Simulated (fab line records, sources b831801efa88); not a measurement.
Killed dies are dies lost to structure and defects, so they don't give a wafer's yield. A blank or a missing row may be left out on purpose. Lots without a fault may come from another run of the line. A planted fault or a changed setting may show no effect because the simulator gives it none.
Which tool did it? | flow sky130 | 12 lots, 36 wafers sampled, at 3 steps of a route of 708

WHAT THE GAUGES READ, wafer by wafer
SKY_VIA4_BOW_MEAS_03.
lot  | measured     | on            | VIA4_BOW (um)
L075 | day 42 11:46 | film_metro-01 | 87 76 86
L077 | day 43 10:23 | film_metro-04 | 74 90 78
L080 | day 44 14:04 | film_metro-01 | 89 96 83
L081 | day 45 03:53 | film_metro-01 | 86 78 88
L083 | day 45 09:58 | film_metro-01 | 81 74 89
L084 | day 45 12:40 | film_metro-01 | 73 74 68
L086 | day 46 02:02 | film_metro-02 | 63 79 74
L088 | day 46 14:24 | film_metro-01 | 81 71 85
L091 | day 47 04:06 | film_metro-01 | 65 63 69
L093 | day 47 06:48 | film_metro-01 | 91 88 81
L095 | day 48 01:34 | film_metro-02 | 77 73 88
L097 | day 48 05:03 | film_metro-02 | 64 68 72

WHICH TOOL RAN EACH LOT (tool, then ch and the chambers of the sampled wafers, then the start)
lot  | SKY_CONTACT_CMP_04            | SKY_METAL2_SPUTTER_00
L075 | cmp-02 ch 1,2,3, day 31 02:37 | pvd_sputter-02, day 34 15:18
L077 | cmp-01 ch 1,2,3, day 32 05:16 | pvd_sputter-04, day 35 17:45
L080 | cmp-02 ch 0,2,3, day 33 13:59 | pvd_sputter-02, day 37 01:41
L081 | cmp-02 ch 1,2,3, day 34 04:58 | pvd_sputter-03, day 37 17:04
L083 | cmp-01 ch 1,3, day 34 07:33   | pvd_sputter-02, day 37 20:02
L084 | cmp-02 ch 0,1, day 34 09:28   | pvd_sputter-02, day 37 22:02
L086 | cmp-01 ch 1,2,3, day 35 05:02 | pvd_sputter-04, day 38 16:36
L088 | cmp-02 ch 0,1,3, day 35 23:37 | pvd_sputter-03, day 39 10:15
L091 | cmp-02 ch 1,2,3, day 36 11:14 | pvd_sputter-04, day 39 22:04
L093 | cmp-01 ch 0,1, day 36 16:24   | pvd_sputter-03, day 40 03:01
L095 | cmp-01 ch 0,3, day 37 17:29   | pvd_sputter-04, day 41 02:17
L097 | cmp-01 ch 2,3, day 37 20:01   | pvd_sputter-04, day 41 05:50
- SKY_CONTACT_CMP_04: polishes SiO2.
- SKY_METAL2_SPUTTER_00: material Ti, target thk 15 nm, time 10 s.

THE ANSWER, worked out from the rows above alone
Rule: what is usual is taken from the lots themselves. Put in order of their means at a reading, lots are off if they are a third of the lots or fewer, leave a main group of 4 or more, and stand apart from it by a gap of 3 or more times the standard deviation of the main group's means; of several such gaps the widest counts. A main group whose means are all the same, to the digits that the tables above print for the reading, isn't used. A lot without any number at a reading at which 4 lots or more have one is off too. The other lots that the step has rows for count as sound.
No lot is off at any reading shown: from this, nothing can be told.

WHAT THE SIMULATOR HAD PUT IN
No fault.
